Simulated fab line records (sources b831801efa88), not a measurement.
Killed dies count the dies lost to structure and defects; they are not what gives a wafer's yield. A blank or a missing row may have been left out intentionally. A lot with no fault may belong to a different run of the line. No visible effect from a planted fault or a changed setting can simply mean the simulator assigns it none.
fab line records	flow sky130	part 1 of 2: steps 1 to 24 of 34
record lots=5	wafers=15	lastDay=50
route steps=708 shown FIELD_ISO@15 NWELL@32 DNWELL@35 PWDE@45
lots untouched by any fault: they come from a run of this same line in which no faults occurred
startH: start of the lot's first displayed wafer, in hours after the record's first day	waitH: how many hours have passed since the lot's step before this one	" repeats the value in the row above	L1.1+2: a row that stands for several wafers	- no value, or no start given	* or withheld: withheld	< > ~ a bound
route shown NAME@n: names a module that has steps shown in the file, with the first one's number in the route	usual: mean/standard deviation of fault-free wafers	same: alike in all rows	chamber/n: place in a boat	sites: each site's reading	_std_site: standard deviation of those values	_edge_site: inner sites' mean taken away from outer sites' mean	radiusMm: for every site, how far away it sits from the centre of the wafer	mask NAME#n: copy n	behind: tool/chamber where the wafer was last shaped	hold: why the lot went on hold/how many hours it stayed there/how the hold came to an end	device: transistor that didn't switch, given as n, p or np	end of line: tests run on the same wafers once the route is complete	a step with no rows: only its recipe	killed: dies lost to structure and defects at the first sort, not the wafer's yield	map: the dies of a wafer, with x for killed, . for not killed, _ for no die there
set.NAME: the run value of the setting; set.NAME@STEP: its run value at that earlier step	model.NAME: the simulator's own value behind a step, which no gauge read
lots seen at some steps along the route; tables by step, rows by wafer
services: from which hour (startH, from the record's first day; less than 0 if before it) a tool's chamber was out of use, for how many hours, and why
## steps
# step SKY_FIELD_ISO_ETCH_14
# recipe chemistry=N2/H2	target=BARC	ionEnergyEv=200	sourceW=486.1	biasW=100	pressureMtorr=30	n2FlowSccm=100	h2FlowSccm=200	stopOn=SiO2	timeS=45.9	targetDepthA=600
# usual chamberPressureMTorr=30.001/0.028	drypumpMotorCurrentA=6.0/0.42	oesProductAu=0.855/0.0053	rfFwdPowerW=481.3/2.3	throttleValvePct=13.225/0.0091
lot.wafer	tool	chamber	startH	waitH	chamberPressureMTorr	drypumpMotorCurrentA	oesProductAu	rfFwdPowerW	rfHoursCounterH	throttleValvePct
L076.1	rieDiel-03	0	45.50	0.1	30.005	6.1	0.851	482.6	32	13.216
L076.3	"	3	"	"	29.998	5.8	0.860	481.7	86	13.232
L076.6	"	0	"	"	29.985	6.1	0.864	482.9	-	13.221
L077.2	rieDiel-01	0	46.99	0.1	30.018	6.2	0.858	480.7	161	13.227
L077.3	"	2	"	"	29.981	6.4	0.855	477.1	71	13.234
L077.5	"	2	"	"	29.992	6.4	0.850	478.5	-	13.238
L092.1	rieDiel-02	2	122.49	0.1	29.988	5.7	0.855	485.3	145	13.216
L092.4	"	3	"	"	29.986	5.6	0.859	482.3	27	13.225
L092.5	"	1	"	"	29.973	5.7	0.848	474.9	-	13.217
L093.1	rieDiel-03	1	130.09	0.1	30.016	6.7	0.845	479.2	134	13.238
L093.3	"	3	"	"	29.963	5.8	0.847	482.2	88	13.233
L093.5	"	3	"	"	30.047	5.8	0.860	480.4	-	13.232
L096.2	rieDiel-01	3	144.60	0.1	30.016	5.2	0.868	481.2	133	13.238
L096.3	"	0	"	"	30.018	6.2	0.860	480.6	0	13.215
L096.4	"	1	"	"	29.974	5.9	0.861	483.6	128	13.230
# step SKY_FIELD_ISO_ETCH_15
# recipe chemistry=CHF3/O2	targetDepthNm=180	stopOn=Si	sourceW=600	biasW=200	pressureMtorr=40	chf3FlowSccm=50	O2_flow_sccm=5	timeS=72
# usual chamberPressureMTorr=40.00/0.035	chf3FlowSccm=50.02/0.15	drypumpMotorCurrentA=6.0/0.42	oesProductAu=0.947/0.0073	rfFwdPowerW=595.0/2.4	throttleValvePct=8.844/0.0098
lot.wafer	tool	chamber	startH	waitH	chamberPressureMTorr	chf3FlowSccm	drypumpMotorCurrentA	oesProductAu	rfFwdPowerW	rfHoursCounterH	throttleValvePct
L076.1	rieDiel-03	0	45.54	0.0	39.99	49.94	6.1	0.954	597.3	32	8.855
L076.3	"	3	"	"	39.97	49.76	5.8	0.951	596.9	86	8.826
L076.6	"	0	"	"	40.00	50.04	6.1	0.944	594.7	-	8.838
L077.2	rieDiel-01	0	47.03	0.0	40.04	49.99	6.2	0.935	594.7	161	8.847
L077.3	"	2	"	"	40.06	50.05	6.4	0.945	592.1	71	8.836
L077.5	"	2	"	"	40.04	50.01	6.4	0.945	594.6	-	8.836
L092.1	rieDiel-02	2	122.53	0.0	39.96	50.26	5.7	0.937	594.6	145	8.844
L092.4	"	3	"	"	40.06	50.27	5.5	0.947	595.8	27	8.834
L092.5	"	1	"	"	40.00	49.85	5.7	0.942	590.6	-	8.868
L093.1	rieDiel-03	1	130.13	0.0	39.98	50.31	6.7	0.948	593.4	135	8.849
L093.3	"	3	"	"	40.01	49.78	5.8	0.946	596.4	88	8.841
L093.5	"	3	"	"	39.95	49.91	5.8	0.955	594.0	-	8.853
L096.2	rieDiel-01	3	144.64	0.0	40.02	50.11	5.2	0.962	596.9	133	8.839
L096.3	"	0	"	"	39.98	49.91	6.2	0.959	593.4	0	8.842
L096.4	"	1	"	"	40.01	49.86	5.9	0.955	597.5	129	8.845
# step SKY_FIELD_ISO_STRIP_16
# recipe chemistry=O2/N2	powerW=1400	pressureMtorr=1500	platenTempC=withheld	o2FlowSccm=3000	n2FlowSccm=300	overashFraction=0.5
# usual chamberPressureMTorr=1500.0/1.4	drypumpMotorCurrentA=5.7/0.32	oesProductAu=0.378/0.0047	stripTimeToEndpointS=3.553/0.029
# same overashFraction=0.5
lot.wafer	tool	chamber	startH	waitH	chamberPressureMTorr	drypumpMotorCurrentA	oesProductAu	rfHoursCounterH	stripTimeToEndpointS
L076.1	plasmaAsher-02	0	45.60	0.0	1500.7	5.6	0.370	37	3.564
L076.3	"	0	"	"	1499.3	5.6	0.385	-	3.534
L076.6	"	1	"	"	1499.6	5.8	0.384	-	3.562
L077.2	plasmaAsher-02	0	47.09	0.0	1500.4	5.5	0.380	38	3.539
L077.3	"	1	"	"	1499.5	5.9	0.376	-	3.517
L077.5	"	1	"	"	1499.9	5.9	0.381	-	3.538
L092.1	plasmaAsher-01	1	122.59	0.0	1498.1	5.1	0.375	31	3.548
L092.4	"	0	"	"	1497.5	5.7	0.383	-	3.557
L092.5	"	0	"	"	1501.2	5.7	0.381	-	3.548
L093.1	plasmaAsher-01	1	130.19	0.0	1497.4	5.1	0.376	32	3.536
L093.3	"	1	"	"	1499.6	5.1	0.376	-	3.541
L093.5	"	0	"	"	1500.8	5.7	0.382	-	3.548
L096.2	plasmaAsher-01	0	144.70	0.0	1498.7	5.7	0.373	34	3.529
L096.3	"	0	"	"	1502.5	5.7	0.383	-	3.595
L096.4	"	1	"	"	1499.6	5.1	0.374	-	3.566
# step SKY_FIELD_ISO_ETCH_17
# recipe targetDepthA=3420	maskMaterial=Si3N4	chemistry=HBr/Cl2/O2	target=Si	taperDeg=5	icpW=600	biasW=150	pressureMtorr=15	HBr_flow_sccm=150	Cl2_flow_sccm=40	O2_flow_sccm=6	timeS=97.7
# usual chamberPressureMTorr=15.000/0.013	drypumpMotorCurrentA=5.9/0.34	oesProductAu=1.001/0.0077	rfFwdPowerW=595.5/2.3	throttleValvePct=25.656/0.01
lot.wafer	tool	chamber	startH	waitH	chamberPressureMTorr	drypumpMotorCurrentA	oesProductAu	rfFwdPowerW	rfHoursCounterH	throttleValvePct
L076.1	rieSi-01	2	45.70	0.1	14.984	6.2	1.008	595.4	97	25.643
L076.3	"	0	"	"	15.025	5.5	0.991	596.9	3	25.667
L076.6	"	2	"	"	15.014	6.2	0.997	594.2	-	25.645
L077.2	rieSi-02	3	47.19	0.1	15.001	5.7	1.010	591.8	121	25.656
L077.3	"	0	"	"	15.006	5.7	1.000	599.7	126	25.651
L077.5	"	2	"	"	15.001	6.0	0.999	594.6	-	25.659
L092.1	rieSi-01	0	122.69	0.1	15.006	5.5	0.982	599.5	4	25.674
L092.4	"	2	"	"	14.983	6.2	1.003	593.2	-	25.651
L092.5	"	0	"	"	14.992	5.5	0.986	596.2	-	25.675
L093.1	rieSi-02	3	130.29	0.1	14.988	5.7	1.004	591.5	122	25.648
L093.3	"	2	"	"	14.997	6.0	1.011	595.0	16	25.668
L093.5	"	3	"	"	15.003	5.7	1.009	589.5	-	25.659
L096.2	rieSi-02	3	144.80	0.1	15.007	5.7	1.011	591.7	122	25.628
L096.3	"	1	"	"	15.016	5.9	1.003	597.8	29	25.661
L096.4	"	2	"	"	15.003	6.0	1.009	592.5	16	25.631
# step SKY_FIELD_ISO_WET_ETCH_18
# recipe chemistry=H3PO4	targetDepthNm=25	tempC=160	target=Si3N4	timeS=286
lot.wafer	tool	chamber	startH	waitH
L076.1+3+6	wetBench-04	0	45.77	0.0
L077.2+3+5	wetBench-04	3	47.26	0.0
L092.1+4+5	wetBench-03	1	122.76	0.0
L093.1+3+5	wetBench-03	1	130.36	0.0
L096.2+3+4	wetBench-03	0	144.87	0.0
# step SKY_FIELD_ISO_CLEAN_19
# recipe chemistry=SC1/SC2	mix=1:4:20	tempC=70	timeS=150
lot.wafer	tool	chamber	startH	waitH
L076.1+3+6	wetBench-03	0	45.86	0.0
L077.2+3+5	wetBench-02	2	47.35	0.0
L092.1+4+5	wetBench-04	1	122.85	0.0
L093.1+3+5	wetBench-04	2	130.45	0.0
L096.2+3+4	wetBench-03	0	144.96	0.0
# step SKY_FIELD_ISO_CLEAN_20
# recipe chemistry=dHF	timeS=20	dilution=100:1
lot.wafer	tool	chamber	startH	waitH
L076.1+3+6	wetBench-02	2	45.91	0.0
L077.2+3+5	wetBench-03	1	47.40	0.0
L092.1+4+5	wetBench-03	3	122.90	0.0
L093.1+3+5	wetBench-03	2	130.50	0.0
L096.2+3+4	wetBench-03	3	145.02	0.0
# step SKY_FIELD_ISO_WET_ETCH_21
# recipe chemistry=dHF	dilution=100:1	targetDepthNm=20	dry=ipaMarangoni	target=SiO2	tempC=25	timeS=400
lot.wafer	tool	chamber	startH	waitH
L076.1+3+6	wetBench-04	1	45.92	0.0
L077.2+3+5	wetBench-04	1	47.41	0.0
L092.1+4+5	wetBench-04	3	122.91	0.0
L093.1+3+5	wetBench-04	3	130.51	0.0
L096.2+3+4	wetBench-03	3	145.03	0.0
# step SKY_FIELD_ISO_OXIDATION_22
# recipe tempC=950	ambient=O2	stabiliseS=600	purgeS=300	targetThkA=100	oxTimeS=623
# usual spikeTcUpperC=950.2/1
lot.wafer	tool	chamber	startH	waitH	spikeTcUpperC
L076.1	furnace-01	0	53.27	7.2	951.0
L076.3	"	0	"	"	948.8
L076.6	"	0	"	"	949.4
L077.2	furnace-01	0	53.27	5.7	949.8
L077.3	"	0	"	"	950.5
L077.5	"	0	"	"	950.3
L092.1	furnace-01	0	123.83	0.8	950.3
L092.4	"	0	"	"	950.9
L092.5	"	0	"	"	952.2
L093.1	furnace-02	0	131.91	1.3	952.2
L093.3	"	0	"	"	950.1
L093.5	"	0	"	"	951.1
L096.2	furnace-01	0	149.77	4.6	948.9
L096.3	"	0	"	"	948.4
L096.4	"	0	"	"	949.5
# step SKY_FIELD_ISO_THK_MEAS_23
# recipe reads=SiO2_of_FIELD_ISO_OXIDATION_22
# usual FIELD_ISO_OXIDATION_01_THK=10.02/0.21
lot.wafer	tool	chamber	startH	waitH	FIELD_ISO_OXIDATION_01_THK[nm]
L076.1	filmMetro-02	-	54.44	0.0	9.60
L076.3	"	-	"	"	9.70
L076.6	"	-	"	"	9.86
L077.2	filmMetro-04	-	54.45	0.0	9.86
L077.3	"	-	"	"	9.88
L077.5	"	-	"	"	9.82
L092.1	filmMetro-03	-	125.00	0.0	9.98
L092.4	"	-	"	"	9.90
L092.5	"	-	"	"	9.92
L093.1	filmMetro-02	-	133.08	0.0	9.84
L093.3	"	-	"	"	9.98
L093.5	"	-	"	"	9.78
L096.2	filmMetro-04	-	150.96	0.0	10.06
L096.3	"	-	"	"	9.88
L096.4	"	-	"	"	10.16
# step SKY_FIELD_ISO_CVD_24
# recipe material=SiO2	targetThkNm=595	tempC=650	sigmaOpenFrac=0.3	timeS=99.2	sih4FlowSccm=60	pressureMtorr=6
lot.wafer	tool	chamber	startH	waitH
L076.1+3+6	hdpcvd-02	2,0,2	54.50	0.1
L077.2+3+5	hdpcvd-01	2,0,2	54.50	0.0
L092.1+4+5	hdpcvd-01	2,0,2	125.06	0.1
L093.1+3+5	hdpcvd-01	0,1,0	133.14	0.1
L096.2+3+4	hdpcvd-02	1,2,2	151.01	0.0
# step SKY_FIELD_ISO_THK_MEAS_25
# recipe reads=SiO2_of_FIELD_ISO_CVD_24
# usual FIELD_ISO_CVD_24_THK=591/7.4
lot.wafer	tool	chamber	startH	waitH	FIELD_ISO_CVD_24_THK[nm]
L076.1	filmMetro-02	-	54.57	0.0	600
L076.3	"	-	"	"	597
L076.6	"	-	"	"	604
L077.2	filmMetro-04	-	54.58	0.0	596
L077.3	"	-	"	"	598
L077.5	"	-	"	"	597
L092.1	filmMetro-03	-	125.14	0.0	588
L092.4	"	-	"	"	597
L092.5	"	-	"	"	589
L093.1	filmMetro-03	-	133.21	0.0	594
L093.3	"	-	"	"	591
L093.5	"	-	"	"	585
L096.2	filmMetro-03	-	151.09	0.0	589
L096.3	"	-	"	"	597
L096.4	"	-	"	"	599
# step SKY_FIELD_ISO_ANNEAL_26
# recipe tempC=1000	timeS=1800	ambient=N2
# usual spikeTcUpperC=1000.3/0.95
lot.wafer	tool	chamber	startH	waitH	spikeTcUpperC
L076.1	furnace-01	0	58.44	3.9	999.4
L076.3	"	0	"	"	999.1
L076.6	"	0	"	"	999.6
L077.2	furnace-01	0	58.44	3.9	999.5
L077.3	"	0	"	"	1001.9
L077.5	"	0	"	"	999.2
L092.1	furnace-02	0	126.13	1.0	999.9
L092.4	"	0	"	"	1000.4
L092.5	"	0	"	"	1000.9
L093.1	furnace-02	0	133.27	0.1	999.7
L093.3	"	0	"	"	1001.3
L093.5	"	0	"	"	1000.1
L096.2	furnace-01	0	152.45	1.3	999.7
L096.3	"	0	"	"	1001.1
L096.4	"	0	"	"	1001.1
# step SKY_FIELD_ISO_CMP_27
# recipe stopOn=Si3N4	tOverpolishS=16	downForcePsi=4	platenRpm=60	targetThkNm=457.8	padVelocityMS=0.94248
# usual motorCurrentA=12.1/1	overpolishRunS=16.000/0.0093	retainingRingPressureFrac=0.999/0.0048	timeToEndpointS=111/3
lot.wafer	tool	chamber	startH	waitH	motorCurrentA	overpolishRunS	retainingRingPressureFrac	timeToEndpointS
L076.1	cmp-01	3	59.94	0.0	12.4	16.017	0.997	109
L076.3	"	2	"	"	11.6	15.984	0.998	110
L076.6	"	3	"	"	12.1	15.985	0.996	111
L077.3	cmp-02	2	59.99	0.1	10.9	15.985	0.997	112
L077.2	"	3	"	"	12.0	15.977	0.993	111
L077.5	"	1	"	"	12.6	16.007	0.998	115
L092.4	cmp-01	2	127.63	0.0	11.5	15.986	0.999	108
L092.1	"	1	"	"	14.9	16.006	1.006	115
L092.5	"	2	"	"	12.0	15.999	0.998	112
L093.1	cmp-01	3	134.77	0.0	12.1	16.001	0.997	110
L093.3	"	0	"	"	11.4	16.021	0.991	112
L093.5	"	3	"	"	12.3	16.001	0.988	108
L096.3	cmp-02	0	153.95	0.0	12.8	15.993	0.993	109
L096.2	"	2	"	"	10.8	16.012	0.995	109
L096.4	"	3	"	"	11.0	15.998	1.004	110
# step SKY_FIELD_ISO_WET_ETCH_28
# recipe chemistry=dHF	targetDepthNm=23.7	target=SiO2	dilution=10:1	tempC=25	timeS=47
lot.wafer	tool	chamber	startH	waitH
L076.1+3+6	wetBench-02	0	60.24	0.2
L077.2+3+5	wetBench-02	1	60.24	0.1
L092.1+4+5	wetBench-03	3	127.93	0.1
L093.1+3+5	wetBench-02	1	135.07	0.2
L096.2+3+4	wetBench-02	1	154.25	0.1
# step SKY_FIELD_ISO_WET_ETCH_29
# recipe chemistry=H3PO4	targetDepthNm=160	target=Si3N4	tempC=160	timeS=1825
lot.wafer	tool	chamber	startH	waitH
L076.1+3+6	wetBench-04	1	60.27	0.0
L077.2+3+5	wetBench-04	1	60.27	0.0
L092.1+4+5	wetBench-04	2	127.95	0.0
L093.1+3+5	wetBench-04	2	135.09	0.0
L096.2+3+4	wetBench-04	1	154.27	0.0
# step SKY_FIELD_ISO_WET_ETCH_30
# recipe chemistry=dHF	targetDepthNm=25	target=SiO2	dilution=10:1	tempC=25	timeS=50
lot.wafer	tool	chamber	startH	waitH
L076.1+3+6	wetBench-03	1	60.78	0.0
L077.2+3+5	wetBench-03	3	60.78	0.0
L092.1+4+5	wetBench-02	3	128.47	0.0
L093.1+3+5	wetBench-03	3	135.61	0.0
L096.2+3+4	wetBench-03	3	154.78	0.0
# step SKY_NWELL_CLEAN_00
# recipe chemistry=SC1/SC2	mix=1:4:20	tempC=70	timeS=150	dry=n2Spin
lot.wafer	tool	chamber	startH	waitH
L076.1+3+6	wetBench-04	3	60.80	0.0
L077.2+3+5	wetBench-04	2	60.80	0.0
L092.1+4+5	wetBench-04	3	128.49	0.0
L093.1+3+5	wetBench-02	2	135.63	0.0
L096.2+3+4	wetBench-02	3	154.81	0.0
# step SKY_NWELL_OXIDATION_01
# recipe tempC=900	ambient=O2	stabiliseS=600	purgeS=300	targetThkA=100	oxTimeS=1418
# usual spikeTcUpperC=900.2/1.1
lot.wafer	tool	chamber	startH	waitH	spikeTcUpperC
L076.1	furnace-01	0	66.39	5.5	901.6
L076.3	"	0	"	"	899.6
L076.6	"	0	"	"	901.3
L077.2	furnace-01	0	66.39	5.5	899.3
L077.3	"	0	"	"	900.2
L077.5	"	0	"	"	901.0
L092.1	furnace-02	0	130.51	2.0	901.2
L092.4	"	0	"	"	898.8
L092.5	"	0	"	"	902.1
L093.1	furnace-01	0	137.03	1.4	899.4
L093.3	"	0	"	"	900.5
L093.5	"	0	"	"	899.9
L096.2	furnace-02	0	155.91	1.1	901.7
L096.3	"	0	"	"	900.9
L096.4	"	0	"	"	902.1
# step SKY_NWELL_THK_MEAS_02
# recipe reads=SiO2_of_NWELL_OXIDATION_01
# usual NWELL_OXIDATION_THK=10.05/0.17
lot.wafer	tool	chamber	startH	waitH	NWELL_OXIDATION_THK[nm]
L076.1	filmMetro-02	-	67.78	0.0	10.04
L076.3	"	-	"	"	9.97
L076.6	"	-	"	"	9.92
L077.2	filmMetro-01	-	67.79	0.0	10.06
L077.3	"	-	"	"	10.18
L077.5	"	-	"	"	10.15
L092.1	filmMetro-01	-	131.91	0.0	10.06
L092.4	"	-	"	"	10.22
L092.5	"	-	"	"	10.14
L093.1	filmMetro-01	-	138.43	0.0	10.04
L093.3	"	-	"	"	10.02
L093.5	"	-	"	"	9.99
L096.2	filmMetro-03	-	157.32	0.0	10.07
L096.3	"	-	"	"	10.07
L096.4	"	-	"	"	10.10
# step SKY_DNWELL_DEHYDRATE_00
# recipe tempC=200	timeS=60
# usual chillPlateTempC=23.01/0.11
lot.wafer	tool	chamber	startH	waitH	chillPlateTempC
L076.1	lithoTrack-04	0	74.97	7.2	22.89
L076.3	"	0	"	"	23.02
L076.6	"	0	"	"	23.04
L077.2	lithoTrack-01	0	75.46	7.7	23.03
L077.3	"	0	"	"	23.04
L077.5	"	0	"	"	22.91
L092.1	lithoTrack-01	0	140.63	8.7	23.02
L092.4	"	0	"	"	23.00
L092.5	"	0	"	"	22.85
L093.1	lithoTrack-01	0	147.08	8.6	22.99
L093.3	"	0	"	"	23.13
L093.5	"	0	"	"	23.07
L096.2	lithoTrack-02	0	166.94	9.6	22.93
L096.3	"	0	"	"	22.91
L096.4	"	0	"	"	23.00
# step SKY_DNWELL_HMDS_01
# recipe primeTimeS=60	primeTempC=120
# usual chillPlateTempC=23.04/0.11
lot.wafer	tool	chamber	startH	waitH	chillPlateTempC
L076.1	lithoTrack-04	0	75.12	0.1	23.04
L076.3	"	0	"	"	22.97
L076.6	"	0	"	"	22.92
L077.2	lithoTrack-01	0	75.61	0.1	23.02
L077.3	"	0	"	"	22.92
L077.5	"	0	"	"	22.91
L092.1	lithoTrack-01	0	140.78	0.1	23.04
L092.4	"	0	"	"	22.85
L092.5	"	0	"	"	22.93
L093.1	lithoTrack-01	0	147.23	0.1	23.02
L093.3	"	0	"	"	23.08
L093.5	"	0	"	"	22.96
L096.2	lithoTrack-02	0	167.09	0.1	23.03
L096.3	"	0	"	"	23.00
L096.4	"	0	"	"	22.99
# step SKY_DNWELL_COAT_02
# recipe spinRpm=2000	resistThkNm=3000
# usual chillPlateTempC=22.98/0.11
lot.wafer	tool	chamber	startH	waitH	chillPlateTempC
L076.1	lithoTrack-04	0	75.27	0.1	23.16
L076.3	"	0	"	"	23.20
L076.6	"	0	"	"	23.22
L077.2	lithoTrack-01	0	75.76	0.1	23.15
L077.3	"	0	"	"	23.07
L077.5	"	0	"	"	23.03
L092.1	lithoTrack-01	0	140.93	0.1	23.03
L092.4	"	0	"	"	23.01
L092.5	"	0	"	"	23.03
L093.1	lithoTrack-01	0	147.38	0.1	23.11
L093.3	"	0	"	"	23.19
L093.5	"	0	"	"	23.18
L096.2	lithoTrack-02	0	167.24	0.1	23.00
L096.3	"	0	"	"	22.93
L096.4	"	0	"	"	23.04
# step SKY_DNWELL_SOFTBAKE_03
# recipe tempC=110	timeS=withheld
# usual chillPlateTempC=23.01/0.093
lot.wafer	tool	chamber	startH	waitH	chillPlateTempC
L076.1	lithoTrack-04	0	75.42	0.1	22.85
L076.3	"	0	"	"	23.00
L076.6	"	0	"	"	22.85
L077.2	lithoTrack-01	0	75.92	0.1	22.98
L077.3	"	0	"	"	22.99
L077.5	"	0	"	"	23.05
L092.1	lithoTrack-01	0	141.08	0.1	23.12
L092.4	"	0	"	"	23.03
L092.5	"	0	"	"	23.12
L093.1	lithoTrack-01	0	147.53	0.1	22.78
L093.3	"	0	"	"	22.94
L093.5	"	0	"	"	23.07
L096.2	lithoTrack-02	0	167.40	0.1	23.13
L096.3	"	0	"	"	23.07
L096.4	"	0	"	"	23.01
